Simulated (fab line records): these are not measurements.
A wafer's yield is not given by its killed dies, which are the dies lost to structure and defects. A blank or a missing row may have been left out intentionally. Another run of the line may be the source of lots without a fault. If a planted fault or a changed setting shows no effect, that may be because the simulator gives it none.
One fault seen from 2 desks || flow sfq_line || every desk sees just its own numbers, and what lay behind them comes last

## FROM THE METROLOGY DESK
What the gauges read for every lot (on any tool): the sampled wafers with a number, averaged. Any lot whose mean is over 4 standard deviations away from the usual mean is out of limits and marked OUT; that distance is given in the brackets.
Columns: A = M6_NB_RS at SFQ_M6_RS_MEAS_938, usual 0.896 ohm/sq
{"lot": "L478", "first seen here": "day 67 21:02", "A": 0.899}
{"lot": "L479", "first seen here": "day 67 23:25", "A": 0.903}
{"lot": "L480", "first seen here": "day 68 03:17", "A": 0.909}
{"lot": "L481", "first seen here": "day 70 06:25", "A": 0.896}
{"lot": "L482", "first seen here": "day 74 15:14", "A": 0.904}
{"lot": "L483", "first seen here": "day 74 16:23", "A": 0.898}
{"lot": "L484", "first seen here": "day 74 21:11", "A": 0.909}
{"lot": "L486", "first seen here": "day 75 09:11", "A": 0.888}
{"lot": "L490", "first seen here": "day 75 17:36", "A": 0.896}
{"lot": "L491", "first seen here": "day 75 23:35", "A": "0.613 (-33) OUT"}
{"lot": "L492", "first seen here": "day 76 02:35", "A": 0.901}
{"lot": "L494", "first seen here": "day 76 09:49", "A": "0.749 (-17) OUT"}
{"lot": "L496", "first seen here": "day 78 12:54", "A": 0.894}
{"lot": "L501", "first seen here": "day 78 18:53", "A": 0.892}
This desk's finding: out of limits on L491, L494; first on L491, day 75 23:35 (M6_NB_RS at SFQ_M6_RS_MEAS_938). L478, L479, L480, L481, L482, L483, L484, L486, L490, L492, L496, L501 stayed within limits.

## AT THE TOOL OWNER'S DESK: pvd_sputter-05
The tool's own readings at SFQ_TRILAYER_M6_DEP_SPUTTER_157 (material Nb, target thk 200 nm, time 133.3 s): means of the sampled wafers that have a number, for each lot that ran on this tool. Any lot whose mean is over 4 standard deviations away from the usual mean is out of limits and marked OUT; that distance is given in the brackets.
Columns: A = cathode_dc_power_W at SFQ_TRILAYER_M6_DEP_SPUTTER_157, usual 2000.0 W; B = throttle_valve_pct at SFQ_TRILAYER_M6_DEP_SPUTTER_157, usual 29.7 %
{"lot": "L482", "first seen here": "day 74 15:05", "A": 1999.9, "B": 30.0}
{"lot": "L484", "first seen here": "day 74 21:05", "A": 1999.9, "B": 30.0}
{"lot": "L491", "first seen here": "day 75 23:29", "A": 2000.1, "B": 30.0}
{"lot": "L494", "first seen here": "day 76 09:41", "A": 1999.6, "B": 30.2}
This desk's verdict: no lot among the 4 shows anything out of limits.

## ALL TOGETHER
On L491, L494, the metrology desk was in a position to raise an alarm at day 75 23:35.
Nothing out of limits was seen by the tool owner's desk.
Tool owner's desk: L491, L494 on record, inside its limits.
SFQ_TRILAYER_M6_DEP_SPUTTER_157 was run on pvd_sputter-05 by each of the lots named.

## WHAT THE SIMULATOR HAD PUT IN
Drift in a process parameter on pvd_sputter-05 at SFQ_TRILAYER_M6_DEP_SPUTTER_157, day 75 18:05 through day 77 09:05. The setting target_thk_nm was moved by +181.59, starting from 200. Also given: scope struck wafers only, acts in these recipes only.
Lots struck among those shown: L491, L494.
Per desk, hours elapsed from the start of the fault to the first reading out of limits: for the metrology desk, 5.
